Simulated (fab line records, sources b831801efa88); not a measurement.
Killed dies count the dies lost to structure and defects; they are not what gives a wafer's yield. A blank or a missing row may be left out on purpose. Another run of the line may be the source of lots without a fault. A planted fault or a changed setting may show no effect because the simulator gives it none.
fab line records	flow sky130
record lots=11	wafers=33	last-day=50
route steps=708 shown VIA3@587 METAL4@599 CAP2M@603 PAD_OPEN@708
lots that met no fault: from a run of the same line without faults
start-h: start of the lot's first displayed wafer, in hours after the record's first day	wait-h: hours elapsed since this lot's preceding step	" as in the row above	L1.1+2: one row covering several wafers at once	- no value, or no start was given	* or withheld: withheld	< > ~ a bound
route shown NAME@n: a module of which the file shows steps, and the number in the route of the first	usual: average and standard deviation across the fault-free wafers	same: alike in all rows	chamber/n: place in a boat	sites: the reading at each site	_std_site: the values' standard deviation	_edge_site: mean of outer sites minus mean of inner sites	radius-mm: how far each site lies from the wafer's centre	mask NAME#n: copy n	behind: the tool/chamber that last shaped the wafer	hold: cause of the lot's hold/its duration in hours/its outcome	device: the n, p or np transistor that did not switch	end of line: the route-end tests of the same wafers	a step with no rows: only its recipe	killed: at the first sort, the dies lost to defects and structure; wafer yield is something else	map: a wafer's dies, marking killed ones x, the rest . and places with no die _
set.NAME: the setting as run; set.NAME@STEP: as run at that earlier step	model.NAME: the simulator's own value behind a step, which no gauge read
steps of the route over a sample of lots; a table a step, a row a wafer
services: from which hour (start-h, from the record's first day; less than 0 if before it) a tool's chamber was out of use, for how many hours, and why
## steps
# step SKY_VIA3_ETCH_14
# recipe chemistry=N2/H2	target=BARC	ion-energy-ev=200	source-w=500	bias-w=100	pressure-mtorr=30	n2-flow-sccm=100	h2-flow-sccm=200	stop-on=SiO2	time-s=45.9	target-depth-a=600
# usual drypump-motor-current-A=5.7/0.3	oes-product-au=0.854/0.0043	throttle-valve-pct=13.225/0.0095
lot.wafer	tool	chamber	start-h	wait-h	drypump-motor-current-A	oes-product-au	rf-hours-counter-h	throttle-valve-pct
L743.3	rie-diel-01	1	965.68	0.0	6.0	0.854	18	13.226
L743.4	"	2	"	"	6.2	0.850	20	13.218
L743.6	"	3	"	"	5.3	0.849	-	13.228
L744.2	rie-diel-01	3	980.11	0.0	5.3	0.847	8	13.232
L744.5	"	2	"	"	6.3	0.857	-	13.239
L744.6	"	3	"	"	5.3	0.862	-	13.223
L746.1	rie-diel-04	3	984.31	0.0	5.5	0.855	13	13.219
L746.4	"	1	"	"	5.9	0.851	-	13.226
L746.5	"	1	"	"	5.9	0.865	-	13.218
L748.3	rie-diel-02	1	1001.89	0.0	5.4	0.856	24	13.211
L748.4	"	2	"	"	5.6	0.856	8	13.220
L748.6	"	0	"	"	5.9	0.861	-	13.231
L749.1	rie-diel-01	3	1005.03	0.0	5.3	0.860	9	13.224
L749.4	"	0	"	"	5.9	0.851	22	13.227
L749.6	"	1	"	"	6.1	0.846	-	13.219
L752.2	rie-diel-01	3	1023.49	0.0	5.3	0.853	10	13.204
L752.3	"	1	"	"	6.1	0.857	20	13.237
L752.4	"	0	"	"	5.9	0.851	23	13.221
L758.3	rie-diel-02	3	1057.49	0.0	5.5	0.852	12	13.225
L758.4	"	2	"	"	5.6	0.862	-	13.218
L758.5	"	0	"	"	6.0	0.851	-	13.223
L759.2	rie-diel-01	0	1060.58	0.0	5.9	0.852	24	13.225
L759.3	"	2	"	"	6.3	0.859	23	13.214
L759.5	"	0	"	"	5.9	0.855	-	13.233
L760.1	rie-diel-02	0	1070.73	0.0	5.9	0.852	9	13.210
L760.2	"	3	"	"	5.5	0.859	13	13.234
L760.6	"	3	"	"	5.6	0.848	-	13.215
L764.1	rie-diel-01	0	1084.71	0.0	5.9	0.850	25	13.221
L764.2	"	2	"	"	6.2	0.847	24	13.225
L764.5	"	2	"	"	6.2	0.850	-	13.233
L763.1	rie-diel-01	2	1089.54	0.0	6.3	0.861	24	13.221
L763.2	"	1	"	"	6.1	0.849	23	13.218
L763.4	"	2	"	"	6.2	0.855	-	13.243
# step SKY_METAL4_SPUTTER_01
# recipe material=TiN	target-thk-nm=20	power-w=6500	time-s=16.7	chamber-pressure-pa=0.4
# usual cathode-dc-power-W=6500.0/1.1	throttle-valve-pct=29.9/0.79
lot.wafer	tool	chamber	start-h	wait-h	cathode-dc-power-W	throttle-valve-pct
L743.3	pvd-sputter-02	-	967.07	0.0	6499.7	29.8
L743.4	"	-	"	"	6501.6	30.7
L743.6	"	-	"	"	6498.5	30.2
L744.2	pvd-sputter-03	-	981.58	0.0	6499.2	29.6
L744.5	"	-	"	"	6499.1	30.2
L744.6	"	-	"	"	6498.7	30.4
L746.1	pvd-sputter-02	-	985.79	0.0	6499.9	30.8
L746.4	"	-	"	"	6499.3	30.2
L746.5	"	-	"	"	6499.6	29.9
L748.3	pvd-sputter-01	-	1003.27	0.0	6498.6	30.9
L748.4	"	-	"	"	6498.6	28.4
L748.6	"	-	"	"	6502.0	31.0
L749.1	pvd-sputter-01	-	1006.41	0.0	6501.5	28.4
L749.4	"	-	"	"	6501.2	28.4
L749.6	"	-	"	"	6499.9	30.1
L752.2	pvd-sputter-01	-	1024.88	0.0	6499.4	30.6
L752.3	"	-	"	"	6498.6	29.6
L752.4	"	-	"	"	6500.7	28.2
L758.3	pvd-sputter-01	-	1058.87	0.0	6501.3	30.7
L758.4	"	-	"	"	6500.5	28.6
L758.5	"	-	"	"	6500.7	31.1
L759.2	pvd-sputter-03	-	1062.09	0.0	6501.5	30.6
L759.3	"	-	"	"	6499.5	29.6
L759.5	"	-	"	"	6501.6	30.4
L760.1	pvd-sputter-03	-	1072.11	0.0	6500.3	30.4
L760.2	"	-	"	"	6500.8	29.0
L760.6	"	-	"	"	6498.8	30.5
L764.1	pvd-sputter-03	-	1086.09	0.0	6500.8	29.4
L764.2	"	-	"	"	6498.7	30.5
L764.5	"	-	"	"	6499.4	29.5
L763.1	pvd-sputter-03	-	1090.92	0.0	6499.7	29.7
L763.2	"	-	"	"	6500.9	30.4
L763.4	"	-	"	"	6500.9	29.8
# step SKY_METAL4_SPUTTER_03
# recipe material=Ti	target-thk-nm=5	power-w=3000	time-s=3.3	chamber-pressure-pa=0.4
# usual cathode-dc-power-W=3000.0/0.58	throttle-valve-pct=29.9/0.78
lot.wafer	tool	chamber	start-h	wait-h	cathode-dc-power-W	throttle-valve-pct
L743.3	pvd-sputter-02	-	967.13	0.0	2999.7	29.7
L743.4	"	-	"	"	3000.9	30.7
L743.6	"	-	"	"	3000.8	30.0
L744.2	pvd-sputter-03	-	981.65	0.0	2999.5	29.2
L744.5	"	-	"	"	2999.3	30.6
L744.6	"	-	"	"	3000.1	30.5
L746.1	pvd-sputter-02	-	985.85	0.0	2998.9	30.5
L746.4	"	-	"	"	3000.7	29.8
L746.5	"	-	"	"	2999.7	30.1
L748.3	pvd-sputter-01	-	1003.34	0.0	2998.9	31.1
L748.4	"	-	"	"	3000.7	28.4
L748.6	"	-	"	"	3000.0	30.8
L749.1	pvd-sputter-01	-	1006.47	0.0	2999.5	28.3
L749.4	"	-	"	"	3000.4	28.4
L749.6	"	-	"	"	2999.8	30.1
L752.2	pvd-sputter-01	-	1024.94	0.0	2999.6	30.9
L752.3	"	-	"	"	3000.1	30.1
L752.4	"	-	"	"	2999.7	28.5
L758.3	pvd-sputter-01	-	1058.94	0.0	2999.5	30.8
L758.4	"	-	"	"	2999.8	28.2
L758.5	"	-	"	"	3000.8	31.0
L759.2	pvd-sputter-03	-	1062.15	0.0	3000.0	30.3
L759.3	"	-	"	"	3000.0	30.0
L759.5	"	-	"	"	2999.6	30.6
L760.1	pvd-sputter-03	-	1072.18	0.0	2999.7	30.4
L760.2	"	-	"	"	2999.6	29.1
L760.6	"	-	"	"	3000.4	30.4
L764.1	pvd-sputter-03	-	1086.16	0.0	2999.4	29.4
L764.2	"	-	"	"	3000.1	30.4
L764.5	"	-	"	"	3000.7	29.7
L763.1	pvd-sputter-03	-	1090.99	0.0	3000.6	29.7
L763.2	"	-	"	"	3001.0	30.5
L763.4	"	-	"	"	3000.1	29.5
# step SKY_CAP2M_CVD_00
# recipe material=SiO2	target-thk-nm=15.5	temp-c=400	time-s=withheld	rf-w=450
# usual heater-power-w=746/84
lot.wafer	tool	chamber	start-h	wait-h	heater-power-w
L743.3	pecvd-04	1	967.20	0.0	711
L743.4	"	1	"	"	718
L743.6	"	2	"	"	729
L744.2	pecvd-03	2	981.71	0.0	750
L744.5	"	1	"	"	818
L744.6	"	2	"	"	720
L746.1	pecvd-01	2	985.92	0.0	795
L746.4	"	1	"	"	749
L746.5	"	0	"	"	799
L748.3	pecvd-01	0	1003.41	0.0	886
L748.4	"	2	"	"	758
L748.6	"	2	"	"	775
L749.1	pecvd-04	2	1006.54	0.0	727
L749.4	"	2	"	"	708
L749.6	"	2	"	"	724
L752.2	pecvd-04	2	1025.01	0.0	725
L752.3	"	2	"	"	725
L752.4	"	0	"	"	672
L758.3	pecvd-04	0	1059.00	0.0	699
L758.4	"	1	"	"	627
L758.5	"	0	"	"	709
L759.2	pecvd-04	0	1062.22	0.0	716
L759.3	"	1	"	"	727
L759.5	"	2	"	"	681
L760.1	pecvd-03	1	1072.24	0.0	823
L760.2	"	0	"	"	669
L760.6	"	1	"	"	817
L764.1	pecvd-01	1	1086.23	0.0	678
L764.2	"	0	"	"	907
L764.5	"	1	"	"	707
L763.1	pecvd-01	2	1091.05	0.0	689
L763.2	"	0	"	"	889
L763.4	"	2	"	"	672
# step SKY_CAP2M_THK_MEAS_01
# recipe reads=SiO2_of_CAP2M_CVD_00
# usual CAP2M_CVD_00_THK=15.47/0.22
lot.wafer	tool	chamber	start-h	wait-h	CAP2M_CVD_00_THK[nm]
L743.3	film-metro-04	-	967.24	-	15.37
L743.4	"	-	"	"	15.81
L743.6	"	-	"	"	15.77
L744.2	film-metro-04	-	981.74	-	15.43
L744.5	"	-	"	"	15.49
L744.6	"	-	"	"	15.69
L746.1	film-metro-01	-	985.94	-	15.35
L746.4	"	-	"	"	15.72
L746.5	"	-	"	"	15.64
L748.3	film-metro-01	-	1003.46	-	15.12
L748.4	"	-	"	"	15.04
L748.6	"	-	"	"	15.11
L749.1	film-metro-04	-	1006.57	-	15.29
L749.4	"	-	"	"	15.69
L749.6	"	-	"	"	15.65
L752.2	film-metro-04	-	1025.05	-	15.67
L752.3	"	-	"	"	15.75
L752.4	"	-	"	"	15.80
L758.3	film-metro-01	-	1059.05	-	7.44
L758.4	"	-	"	"	15.64
L758.5	"	-	"	"	15.60
L759.2	film-metro-02	-	1062.25	-	15.39
L759.3	"	-	"	"	7.08
L759.5	"	-	"	"	15.57
L760.1	film-metro-01	-	1072.28	-	15.48
L760.2	"	-	"	"	15.29
L760.6	"	-	"	"	15.49
L764.1	film-metro-04	-	1086.25	-	15.53
L764.2	"	-	"	"	15.18
L764.5	"	-	"	"	15.86
L763.1	film-metro-01	-	1091.08	-	15.23
L763.2	"	-	"	"	15.34
L763.4	"	-	"	"	15.48
# step SKY_METAL4_ETCH_17
# recipe target=SiO2	stop-on=TiN	chemistry=C4F8/O2/Ar	source-w=1500	bias-w=1200	pressure-mtorr=40	c4f8-flow-sccm=withheld	O2_flow_sccm=6	Ar_flow_sccm=300	time-s=3.9	target-depth-a=150
# usual oes-product-au=0.754/0.0073
lot.wafer	tool	chamber	start-h	wait-h	oes-product-au	rf-hours-counter-h
L743.3	rie-diel-04	0	1013.56	0.0	0.753	21
L743.4	"	0	"	"	0.767	-
L743.6	"	1	"	"	0.763	-
L744.2	rie-diel-03	1	1024.87	0.1	0.747	11
L744.5	"	1	"	"	0.755	-
L744.6	"	0	"	"	0.748	-
L746.1	rie-diel-02	3	1028.31	0.1	0.748	11
L746.4	"	1	"	"	0.759	25
L746.5	"	2	"	"	0.756	-
L748.3	rie-diel-04	2	1043.67	0.0	0.739	17
L748.4	"	0	"	"	0.742	22
L748.6	"	0	"	"	0.744	-
L749.1	rie-diel-02	2	1045.77	0.1	0.744	9
L749.4	"	3	"	"	0.752	12
L749.6	"	0	"	"	0.755	-
L752.2	rie-diel-02	0	1068.42	0.1	0.753	8
L752.3	"	2	"	"	0.756	10
L752.4	"	0	"	"	0.769	-
L758.3	rie-diel-02	1	1103.42	0.0	0.562	1
L758.4	"	0	"	"	0.756	10
L758.5	"	1	"	"	0.748	-
L759.2	rie-diel-04	3	1106.72	0.1	0.752	18
L759.3	"	0	"	"	0.550	24
L759.5	"	0	"	"	0.760	-
L760.1	rie-diel-04	1	1115.21	0.1	0.752	29
L760.2	"	2	"	"	0.756	19
L760.6	"	3	"	"	0.759	-
L764.1	rie-diel-02	2	1128.92	0.1	0.753	12
L764.2	"	1	"	"	0.755	1
L764.5	"	2	"	"	0.760	-
L763.1	rie-diel-04	1	1132.46	0.1	0.748	30
L763.2	"	0	"	"	0.750	25
L763.4	"	2	"	"	0.755	19
# step SKY_PAD_OPEN_PROBE_99
# usual defect-limited-yield=82.1/2	killed_at_M0_to_M3=43/6.4	killed_at_M4_up=3.2/1.8	killed-at-contacts=25/5.5	killed-at-front-end=16/5.2	killed-at-other=0.3/0.49	killed-dies=88/10	killed-on-rim=17/3.9	killed-open=48/7	killed-short=40/7.1
# same gross-dies=492	killed-at-back-side=0
lot.wafer	tool	chamber	start-h	wait-h	defect-limited-yield[%]	killed_at_M0_to_M3	killed_at_M4_up	killed-at-contacts	killed-at-front-end	killed-at-other	killed-dies	killed-on-rim	killed-open	killed-short
L743.3	prober-02	-	1104.30	0.2	82.7	53	3	16	13	0	85	20	54	31
L743.4	prober-02	-	1104.35	0.2	83.1	43	2	27	11	0	83	18	40	43
L743.6	prober-02	-	1104.45	0.2	84.3	32	5	18	22	0	77	13	45	32
L744.2	prober-02	-	1115.60	0.1	83.1	44	2	28	9	0	83	16	53	30
L744.5	prober-02	-	1115.75	0.2	84.1	50	1	16	11	0	78	17	37	41
L744.6	prober-02	-	1115.80	0.2	81.1	53	3	24	13	0	93	19	51	42
L746.1	prober-01	-	1119.40	0.1	83.7	33	4	28	14	1	80	23	42	38
L746.4	prober-01	-	1119.55	0.2	83.9	40	2	22	15	0	79	11	40	39
L746.5	prober-01	-	1119.60	0.2	80.5	44	2	31	19	0	96	20	53	43
L748.3	prober-01	-	1134.97	0.2	82.3	34	2	35	15	1	87	18	49	38
L748.4	prober-01	-	1135.02	0.2	84.3	42	3	16	16	0	77	14	48	29
L748.6	prober-01	-	1135.12	0.2	83.1	51	1	14	17	0	83	18	47	36
L749.1	prober-02	-	1136.94	0.1	79.3	47	6	28	20	1	102	19	52	50
L749.4	prober-02	-	1137.09	0.2	81.5	41	5	24	21	0	91	19	45	46
L749.6	prober-02	-	1137.19	0.2	81.3	49	4	25	13	1	92	20	46	46
L752.2	prober-01	-	1160.83	0.1	84.3	34	0	22	21	0	77	14	42	35
L752.3	prober-01	-	1160.88	0.2	79.3	52	2	28	20	0	102	12	51	51
L752.4	prober-01	-	1160.93	0.2	77.4	40	2	37	31	1	111	24	58	53
L758.3	prober-02	-	1185.67	0.2	81.3	49	5	18	19	1	92	17	43	49
L758.4	prober-02	-	1185.72	0.2	86.0	40	6	13	10	0	69	14	34	35
L758.5	prober-02	-	1185.77	0.2	81.9	51	3	19	15	1	89	19	39	50
L759.2	prober-01	-	1188.40	0.1	81.1	49	6	15	23	0	93	15	51	42
L759.3	prober-01	-	1188.45	0.2	81.5	39	4	24	24	0	91	14	49	42
L759.5	prober-01	-	1188.55	0.2	80.1	49	3	26	20	0	98	19	59	39
L760.1	prober-02	-	1195.62	0.1	80.7	38	2	28	27	0	95	24	56	39
L760.2	prober-02	-	1195.67	0.1	79.5	57	1	26	17	0	101	22	51	50
L760.6	prober-02	-	1195.87	0.2	84.8	29	2	32	12	0	75	18	41	34
L764.1	prober-01	-	1206.95	0.1	82.3	35	3	26	23	0	87	18	44	43
L764.2	prober-01	-	1207.00	0.1	85.4	36	4	18	14	0	72	14	39	33
L764.5	prober-01	-	1207.15	0.2	79.3	47	4	31	19	1	102	24	47	55
L763.1	prober-02	-	1210.25	0.1	85.8	33	2	22	13	0	70	22	35	35
L763.2	prober-02	-	1210.30	0.1	85.2	41	1	21	10	0	73	9	41	32
L763.4	prober-02	-	1210.40	0.2	83.9	40	1	21	17	0	79	24	51	28
# killed by level:class
L743.3 VIA1:geometric-particle:open=15 VIA2:geometric-particle:open=9 VIA3:geometric-particle:open=7 LI_CONTACT:geometric-particle:open=5 POLY_GATE:geometric-particle:open=4 CONTACT:geometric-particle:open=4 METAL3:geometric-particle:short=4 POLY_GATE:geometric-particle:short=3
L743.4 VIA1:geometric-particle:open=10 VIA1:geometric-particle:short=9 LOCAL_INTERCONNECT:geometric-particle:short=9 LI_CONTACT:geometric-particle:open=8 CONTACT:geometric-particle:open=7 METAL1:geometric-particle:short=6 VIA3:geometric-particle:short=6 VIA2:geometric-particle:open=4
L743.6 VIA1:geometric-particle:open=15 LOCAL_INTERCONNECT:geometric-particle:short=8 POLY_GATE:geometric-particle:short=6 FIELD_ISO:geometric-particle:open=5 VIA3:geometric-particle:open=5 POLY_GATE:geometric-particle:open=4 LI_CONTACT:geometric-particle:open=4 CONTACT:geometric-particle:open=4
L744.2 VIA1:geometric-particle:open=11 CONTACT:geometric-particle:open=10 LI_CONTACT:geometric-particle:open=9 VIA2:geometric-particle:open=7 VIA3:geometric-particle:open=7 METAL1:geometric-particle:short=5 VIA1:geometric-particle:short=5 LOCAL_INTERCONNECT:geometric-particle:short=3
L744.5 VIA2:geometric-particle:open=11 CONTACT:geometric-particle:open=8 METAL1:geometric-particle:short=7 VIA1:geometric-particle:open=6 METAL2:geometric-particle:short=5 VIA3:geometric-particle:short=5 FIELD_ISO:geometric-particle:short=4 METAL3:geometric-particle:short=4
L744.6 VIA3:geometric-particle:open=12 VIA2:geometric-particle:open=9 CONTACT:geometric-particle:open=8 METAL2:geometric-particle:short=8 VIA1:geometric-particle:open=7 VIA1:geometric-particle:short=7 CONTACT:geometric-particle:short=6 FIELD_ISO:geometric-particle:open=4
L746.1 CONTACT:geometric-particle:open=11 VIA1:geometric-particle:open=9 POLY_GATE:geometric-particle:short=6 VIA3:geometric-particle:open=6 LI_CONTACT:geometric-particle:open=5 METAL2:geometric-particle:short=5 LI_CONTACT:geometric-particle:short=4 CONTACT:geometric-particle:short=4
L746.4 VIA1:geometric-particle:open=11 CONTACT:geometric-particle:open=11 METAL1:geometric-particle:short=6 POLY_GATE:geometric-particle:short=5 VIA2:geometric-particle:open=5 METAL2:geometric-particle:short=5 LOCAL_INTERCONNECT:geometric-particle:short=4 CONTACT:geometric-particle:short=4
L746.5 VIA1:geometric-particle:open=10 LI_CONTACT:geometric-particle:open=9 CONTACT:geometric-particle:open=8 METAL1:geometric-particle:short=7 FIELD_ISO:geometric-particle:open=6 VIA1:geometric-particle:short=6 VIA3:geometric-particle:open=6 LI_CONTACT:geometric-particle:short=4
L748.3 CONTACT:geometric-particle:open=14 VIA2:geometric-particle:open=9 CONTACT:geometric-particle:short=8 POLY_GATE:geometric-particle:short=7 LI_CONTACT:geometric-particle:open=7 METAL1:geometric-particle:short=5 VIA1:geometric-particle:open=5 VIA3:geometric-particle:open=5
L748.4 VIA2:geometric-particle:open=15 VIA1:geometric-particle:open=8 CONTACT:geometric-particle:short=6 POLY_GATE:geometric-particle:open=5 METAL1:geometric-particle:short=4 VIA3:geometric-particle:open=4 METAL2:geometric-particle:short=3 VIA2:geometric-particle:short=3
L748.6 VIA2:geometric-particle:open=13 VIA1:geometric-particle:open=10 CONTACT:geometric-particle:open=7 METAL1:geometric-particle:short=6 FIELD_ISO:geometric-particle:short=5 FIELD_ISO:geometric-particle:open=5 METAL3:geometric-particle:short=4 VIA3:geometric-particle:short=4
L749.1 CONTACT:geometric-particle:short=10 VIA3:geometric-particle:open=10 METAL1:geometric-particle:short=8 VIA1:geometric-particle:open=8 CONTACT:geometric-particle:open=8 VIA2:geometric-particle:open=6 LOCAL_INTERCONNECT:geometric-particle:short=5 FIELD_ISO:geometric-particle:open=4
L749.4 CONTACT:geometric-particle:open=10 VIA1:geometric-particle:open=8 POLY_GATE:geometric-particle:short=6 LI_CONTACT:geometric-particle:open=6 METAL1:geometric-particle:short=6 METAL2:geometric-particle:short=5 VIA1:geometric-particle:short=5 VIA2:geometric-particle:open=5
L749.6 VIA1:geometric-particle:open=12 METAL2:geometric-particle:short=10 CONTACT:geometric-particle:open=8 LI_CONTACT:geometric-particle:open=7 VIA3:geometric-particle:open=6 POLY_GATE:geometric-particle:short=5 CONTACT:geometric-particle:short=5 VIA2:geometric-particle:open=5
L752.2 CONTACT:geometric-particle:open=11 VIA1:geometric-particle:open=9 POLY_GATE:geometric-particle:short=7 FIELD_ISO:geometric-particle:open=6 METAL2:geometric-particle:short=6 FIELD_ISO:geometric-particle:short=5 VIA2:geometric-particle:open=5 LI_CONTACT:geometric-particle:open=4
L752.3 CONTACT:geometric-particle:open=10 VIA3:geometric-particle:open=10 METAL2:geometric-particle:short=10 POLY_GATE:geometric-particle:short=7 CONTACT:geometric-particle:short=7 POLY_GATE:geometric-particle:open=6 VIA1:geometric-particle:open=6 LI_CONTACT:geometric-particle:open=6
L752.4 CONTACT:geometric-particle:open=20 FIELD_ISO:geometric-particle:short=11 METAL2:geometric-particle:short=8 VIA1:geometric-particle:short=8 FIELD_ISO:geometric-particle:open=6 LI_CONTACT:geometric-particle:open=6 POLY_GATE:geometric-particle:short=6 POLY_GATE:geometric-particle:open=5
L758.3 VIA1:geometric-particle:open=8 VIA2:geometric-particle:open=8 CONTACT:geometric-particle:open=6 METAL1:geometric-particle:short=6 FIELD_ISO:geometric-particle:short=5 VIA2:geometric-particle:short=5 METAL2:geometric-particle:short=5 VIA3:geometric-particle:open=5
L758.4 CONTACT:geometric-particle:open=6 METAL1:geometric-particle:short=5 VIA1:geometric-particle:short=5 METAL2:geometric-particle:short=4 VIA2:geometric-particle:open=4 METAL3:geometric-particle:short=4 FIELD_ISO:geometric-particle:open=3 METAL4:geometric-particle:short=3
L758.5 VIA2:geometric-particle:open=9 METAL1:geometric-particle:short=7 VIA1:geometric-particle:open=7 METAL2:geometric-particle:short=7 LOCAL_INTERCONNECT:geometric-particle:short=6 VIA3:geometric-particle:open=6 FIELD_ISO:geometric-particle:short=5 CONTACT:geometric-particle:open=5
L759.2 VIA2:geometric-particle:open=10 VIA1:geometric-particle:open=9 METAL1:geometric-particle:short=9 FIELD_ISO:geometric-particle:open=8 POLY_GATE:geometric-particle:open=5 LI_CONTACT:geometric-particle:open=5 METAL3:geometric-particle:short=5 CONTACT:geometric-particle:open=4
L759.3 VIA1:geometric-particle:open=11 LI_CONTACT:geometric-particle:open=6 CONTACT:geometric-particle:open=6 FIELD_ISO:geometric-particle:short=5 FIELD_ISO:geometric-particle:open=5 POLY_GATE:geometric-particle:short=5 METAL1:geometric-particle:short=5 LOCAL_INTERCONNECT:geometric-particle:short=5
L759.5 VIA1:geometric-particle:open=14 LI_CONTACT:geometric-particle:open=12 METAL1:geometric-particle:short=10 CONTACT:geometric-particle:open=7 FIELD_ISO:geometric-particle:short=5 POLY_GATE:geometric-particle:open=5 VIA2:geometric-particle:open=5 FIELD_ISO:geometric-particle:open=4
L760.1 VIA1:geometric-particle:open=15 CONTACT:geometric-particle:short=10 FIELD_ISO:geometric-particle:open=7 POLY_GATE:geometric-particle:open=7 CONTACT:geometric-particle:open=7 VIA2:geometric-particle:open=7 LI_CONTACT:geometric-particle:open=6 FIELD_ISO:geometric-particle:short=5
L760.2 VIA1:geometric-particle:open=13 VIA3:geometric-particle:open=10 METAL2:geometric-particle:short=10 VIA2:geometric-particle:open=9 LI_CONTACT:geometric-particle:short=6 CONTACT:geometric-particle:open=6 LI_CONTACT:geometric-particle:open=5 CONTACT:geometric-particle:short=5
L760.6 CONTACT:geometric-particle:open=15 VIA1:geometric-particle:open=7 LI_CONTACT:geometric-particle:open=6 CONTACT:geometric-particle:short=6 METAL3:geometric-particle:short=6 FIELD_ISO:geometric-particle:short=3 METAL2:geometric-particle:short=3 VIA2:geometric-particle:open=3
L764.1 CONTACT:geometric-particle:open=11 VIA2:geometric-particle:open=8 METAL2:geometric-particle:short=7 POLY_GATE:geometric-particle:short=6 VIA1:geometric-particle:open=6 FIELD_ISO:geometric-particle:short=4 POLY_GATE:geometric-particle:open=4 SPACER:geometric-particle:short=4
L764.2 CONTACT:geometric-particle:open=9 METAL2:geometric-particle:short=7 VIA3:geometric-particle:open=6 FIELD_ISO:geometric-particle:open=5 LOCAL_INTERCONNECT:geometric-particle:short=4 METAL1:geometric-particle:short=4 VIA1:geometric-particle:short=4 VIA1:geometric-particle:open=4
L764.5 CONTACT:geometric-particle:short=10 VIA1:geometric-particle:open=10 LI_CONTACT:geometric-particle:open=8 VIA1:geometric-particle:short=8 CONTACT:geometric-particle:open=7 FIELD_ISO:geometric-particle:open=6 VIA3:geometric-particle:open=6 POLY_GATE:geometric-particle:short=5
L763.1 FIELD_ISO:geometric-particle:open=6 CONTACT:geometric-particle:short=6 LI_CONTACT:geometric-particle:open=5 VIA1:geometric-particle:open=5 CONTACT:geometric-particle:open=4 METAL2:geometric-particle:short=4 VIA3:geometric-particle:short=4 METAL3:geometric-particle:short=4
L763.2 CONTACT:geometric-particle:open=8 VIA1:geometric-particle:open=8 METAL1:geometric-particle:short=7 VIA2:geometric-particle:open=7 VIA3:geometric-particle:open=6 LI_CONTACT:geometric-particle:short=5 METAL3:geometric-particle:short=4 VIA3:geometric-particle:short=4
L763.4 VIA2:geometric-particle:open=11 CONTACT:geometric-particle:open=9 FIELD_ISO:geometric-particle:open=7 LOCAL_INTERCONNECT:geometric-particle:short=5 METAL2:geometric-particle:open=5 METAL1:geometric-particle:short=4 LI_CONTACT:geometric-particle:open=4 VIA1:geometric-particle:open=4
## services
tool	chamber	start-h	hours	kind
rie-diel-02	2	941.72	3.5	repair
rie-diel-02	2	970.93	6.1	repair
pvd-sputter-03	-	972.80	3.2	repair
rie-diel-04	0	978.09	6.8	repair
rie-diel-04	2	980.28	8.7	repair
pecvd-04	-	985.13	2.8	pm
pecvd-01	1	990.12	14.2	repair
pvd-sputter-03	-	996.23	3.2	repair
rie-diel-03	3	1002.08	14.8	repair
rie-diel-04	2	1005.42	19.4	repair
rie-diel-02	-	1012.88	0.4	repair
rie-diel-02	-	1022.43	0.6	repair
pvd-sputter-03	-	1031.74	4.6	repair
pvd-sputter-02	-	1035.07	0.5	repair
pvd-sputter-01	-	1062.45	3.2	repair
pvd-sputter-03	-	1066.05	5.7	repair
pecvd-03	2	1070.91	2.9	repair
rie-diel-01	3	1081.72	10.1	repair
pecvd-04	2	1092.21	5.0	repair
rie-diel-03	0	1102.90	1.5	repair
pvd-sputter-03	-	1107.05	1.1	repair
pecvd-01	-	1112.87	1.3	repair
pvd-sputter-03	-	1125.57	0.8	repair
pvd-sputter-03	-	1131.26	2.5	repair
## key
first-sign step=SKY_CAP2M_THK_MEAS_01	reading=CAP2M_CVD_00_THK	direction=down	sigmas=37	usual=15.47	struck=7.26
effect step=SKY_METAL4_ETCH_17	reading=oes-product-au	direction=down	sigmas=27	usual=0.754	struck=0.556
met-at SKY_CAP2M_CVD_00
struck-lots L758,L759
struck-wafers L758.3,L759.3
not-acting-at SKY_VIA3_ETCH_14,SKY_METAL4_SPUTTER_01,SKY_METAL4_SPUTTER_03
onset-between 1025.01 1059.00
fault kind=process-parameter-drift	tool=pecvd-04	chamber=-	onset-h=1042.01	steps=SKY_CAP2M_CVD_00	channel=target-thk-nm	offset=-8.2103	shape=step	end-h=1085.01	scope=struck-wafers-only	acts-in=these-recipes-only	stated=15.5
